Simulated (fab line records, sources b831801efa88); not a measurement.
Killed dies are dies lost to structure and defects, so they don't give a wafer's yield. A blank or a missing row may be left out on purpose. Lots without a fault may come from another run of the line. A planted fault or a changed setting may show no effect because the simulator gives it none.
Chamber matching | flow gf180mcu | GF_V3_CMP_26 on cmp-02: 4 sister chambers
The step polishes, stops on SiO2, t overpolish 15 s, target thk 0 nm. 16 wafers are shown with their chamber, then 8 later ones without.

WAFERS WITH THEIR CHAMBER
wafer  | chamber | motor_current_A (A) | overpolish_run_s (s) | time_to_endpoint_s (s)
L821.1 | 3       | 12.9                | 15.000               | 88.6
L821.3 | 1       | 11.3                | 14.995               | 87.4
L821.5 | 1       | 11.0                | 14.998               | 86.7
L823.3 | 0       | 10.5                | 15.009               | 86.0
L823.5 | 1       | 10.8                | 14.989               | 90.3
L823.6 | 2       | 10.3                | 14.993               | 90.1
L825.1 | 1       | 11.5                | 14.989               | 86.1
L825.2 | 2       | 10.5                | 14.995               | 91.2
L825.4 | 0       | 11.0                | 15.006               | 90.9
L826.2 | 1       | 10.8                | 14.998               | 88.2
L826.3 | 3       | 12.1                | 14.988               | 92.5
L826.4 | 0       | 10.5                | 15.003               | 86.9
L828.1 | 1       | 11.2                | 15.014               | 86.4
L828.3 | 2       | 10.4                | 15.004               | 90.4
L828.6 | 3       | 13.4                | 14.986               | 91.4
L832.3 | 2       | 11.4                | 14.992               | 88.9

SIGNATURES (means of the wafers above)
reading            | chamber 0 | chamber 1 | chamber 2 | chamber 3 | scatter within a chamber
motor_current_A    | 10.667    | 11.100    | 10.650    | 12.800    | 0.428
overpolish_run_s   | 15.00600  | 14.99717  | 14.99600  | 14.99133  | 0.00733
time_to_endpoint_s | 87.933    | 87.517    | 90.150    | 90.833    | 1.75
Rule: a wafer's distance from a chamber is the root of the sum, over the readings, of the square of ((its reading less the chamber's mean) divided by the reading's scatter). The wafer belongs to the nearest chamber; if the next one is less than 2 further off, it can't be placed. The scatter: the root of (the sum of the squares of (reading less its chamber's mean) over the shown wafers, divided by (wafers less chambers)).

WAFERS WITHOUT THEIR CHAMBER
wafer  | motor_current_A (A) | overpolish_run_s (s) | time_to_endpoint_s (s)
L832.4 | 11.6                | 14.996               | 89.9
L832.5 | 11.2                | 15.017               | 88.7
L839.3 | 10.5                | 15.016               | 82.0
L839.5 | 10.7                | 14.989               | 83.4
L839.6 | 10.9                | 15.000               | 82.9
L838.2 | 13.0                | 14.995               | 86.7
L838.3 | 11.5                | 15.003               | 87.6
L838.4 | 11.7                | 14.994               | 83.1

WHICH CHAMBER EACH WENT THROUGH
wafer  | from the rows above               | in truth
L832.4 | can't be placed: 1 or 2 or 0 or 3 | 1
L832.5 | can't be placed: 0 or 1 or 2      | 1
L839.3 | can't be placed: 0 or 1 or 2      | 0
L839.5 | can't be placed: 1 or 0 or 2      | 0
L839.6 | can't be placed: 1 or 0 or 2      | 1
L838.2 | 3                                 | 3
L838.3 | can't be placed: 1 or 0 or 2      | 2
L838.4 | can't be placed: 1 or 0 or 2      | 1
Placed correctly: 1 of 8. Can't be placed from these rows: 7 (the true chamber is among the candidates in 7). Placed wrongly: 0.
